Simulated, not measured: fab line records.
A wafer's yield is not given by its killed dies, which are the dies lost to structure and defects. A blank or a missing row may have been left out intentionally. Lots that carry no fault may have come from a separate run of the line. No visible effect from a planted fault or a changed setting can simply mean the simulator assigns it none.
Tool commonality check    flow gf180mcu    Sampled: 13 lots, 39 wafers

WHY THIS WAS OPENED
3 of 13 lots carry a flag on the reading VT_IMPLANT_2_TW at GF_VT_IMPLANT_TW_MEAS_21. Wafers without a fault read 1210, standard deviation 8.5.
Rule: a lot is flagged in two cases, either no wafer of it has a number, or all its wafers with numbers fall more than 4 standard deviations from that mean. As for the other lots, they are considered sound.

lot   measured      on            VT_IMPLANT_2_TW, wafer by wafer  flag
L944  day 6 02:41   filmMetro-01  1217 1212 1213                   
L946  day 6 19:37   filmMetro-01  1210 1215 1212                   
L948  day 7 02:45   filmMetro-04  1219 1218 1218                   
L949  day 7 13:11   filmMetro-03  1227 1218 1225                   
L952  day 8 14:21   filmMetro-03  1216 1213 1214                   
L953  day 9 01:29   filmMetro-04  1208 1203 1199                   
L955  day 9 07:58   filmMetro-04  1134 1137 1136                   FLAGGED
L954  day 9 08:41   filmMetro-03  1151 1148 1150                   FLAGGED
L956  day 9 19:13   filmMetro-01  1135 1122 1127                   FLAGGED
L959  day 10 11:39  filmMetro-03  1220 1208 1216                   
L962  day 10 22:08  filmMetro-01  1206 1205 1199                   
L965  day 11 23:56  filmMetro-01  1211 1210 1218                   
L967  day 12 06:12  filmMetro-01  1204 1204 1202                   
The numbers of the flagged lots are 1138 on average: -72 against the usual, or -8 standard deviations.

LOT BY LOT: THE TOOL USED
2 process steps preceding the reading are held in the record, out of 602 steps in the route. Each cell gives the tool, then ch followed by the chambers the sampled wafers passed through, then the start.
lot   flag     GF_MVSD_STRIP_10                    GF_VT_IMPLANT_IMPLANT_19
L944           plasmaAsher-02 ch 0,1, day 4 10:35  implanter-04 ch 0, day 6 02:28
L946           plasmaAsher-01 ch 0,1, day 5 00:11  implanter-04 ch 0, day 6 19:22
L948           plasmaAsher-01 ch 0,1, day 5 06:40  implanter-02 ch 0, day 7 02:32
L949           plasmaAsher-03 ch 0, day 5 15:46    implanter-04 ch 0, day 7 12:56
L952           plasmaAsher-02 ch 0,1, day 6 14:28  implanter-04 ch 0, day 8 14:08
L953           plasmaAsher-01 ch 0,1, day 7 01:23  implanter-04 ch 0, day 9 01:14
L955  FLAGGED  plasmaAsher-01 ch 0,1, day 7 06:24  implanter-04 ch 0, day 9 07:46
L954  FLAGGED  plasmaAsher-03 ch 0,1, day 7 06:47  implanter-04 ch 0, day 9 08:28
L956  FLAGGED  plasmaAsher-02 ch 0,1, day 7 15:29  implanter-04 ch 0, day 9 18:58
L959           plasmaAsher-02 ch 0,1, day 8 06:19  implanter-02 ch 0, day 10 11:26
L962           plasmaAsher-03 ch 0,1, day 8 18:20  implanter-03 ch 0, day 10 21:53
L965           plasmaAsher-02 ch 0,1, day 9 16:41  implanter-03 ch 0, day 11 23:42
L967           plasmaAsher-03 ch 0,1, day 9 21:55  implanter-02 ch 0, day 12 05:59
What these steps do:
- GF_MVSD_STRIP_10: strips in O2/N2.
- GF_VT_IMPLANT_IMPLANT_19
- GF_VT_IMPLANT_TW_MEAS_21

FLAGGED AGAINST TOTAL, ONE TOOL AT A TIME (gauges that did the reading follow at the end)
step                      tool            lots run  flagged  share of the flagged lots  sound lots run after its first flagged lot
GF_MVSD_STRIP_10          plasmaAsher-01  4         1        some                       0
GF_MVSD_STRIP_10          plasmaAsher-02  5         1        some                       2 (L959,L965)
GF_MVSD_STRIP_10          plasmaAsher-03  4         1        some                       2 (L962,L967)
GF_VT_IMPLANT_IMPLANT_19  implanter-02    3         0        none                       -
GF_VT_IMPLANT_IMPLANT_19  implanter-03    2         0        none                       -
GF_VT_IMPLANT_IMPLANT_19  implanter-04    8         3        all                        0
GF_VT_IMPLANT_TW_MEAS_21  filmMetro-01    6         1        some                       3 (L962,L965,L967)
GF_VT_IMPLANT_TW_MEAS_21  filmMetro-03    4         1        some                       1 (L959)
GF_VT_IMPLANT_TW_MEAS_21  filmMetro-04    3         1        some                       0

WHAT THE TABLE PERMITS
In the table, 1 row covers all flagged lots: implanter-04 at GF_VT_IMPLANT_IMPLANT_19.
- implanter-04 at GF_VT_IMPLANT_IMPLANT_19 ran 8 lots, 3 of them flagged. Last sound lot L953 at day 9 01:14, first flagged lot L955 at day 9 07:46; a fault beginning in between fits. Its own readings (beamEnergyKeV) fall more than 4 standard deviations out on all wafers of the flagged lots.
implanter-04 at GF_VT_IMPLANT_IMPLANT_19 is the single tool remaining.

WHAT WAS PUT IN BY THE SIMULATOR
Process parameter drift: implanter-04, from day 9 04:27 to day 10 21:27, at GF_VT_IMPLANT_IMPLANT_19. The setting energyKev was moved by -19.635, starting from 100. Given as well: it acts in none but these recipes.
Lots struck among those shown: L955, L954, L956. The same result came from the rule above.
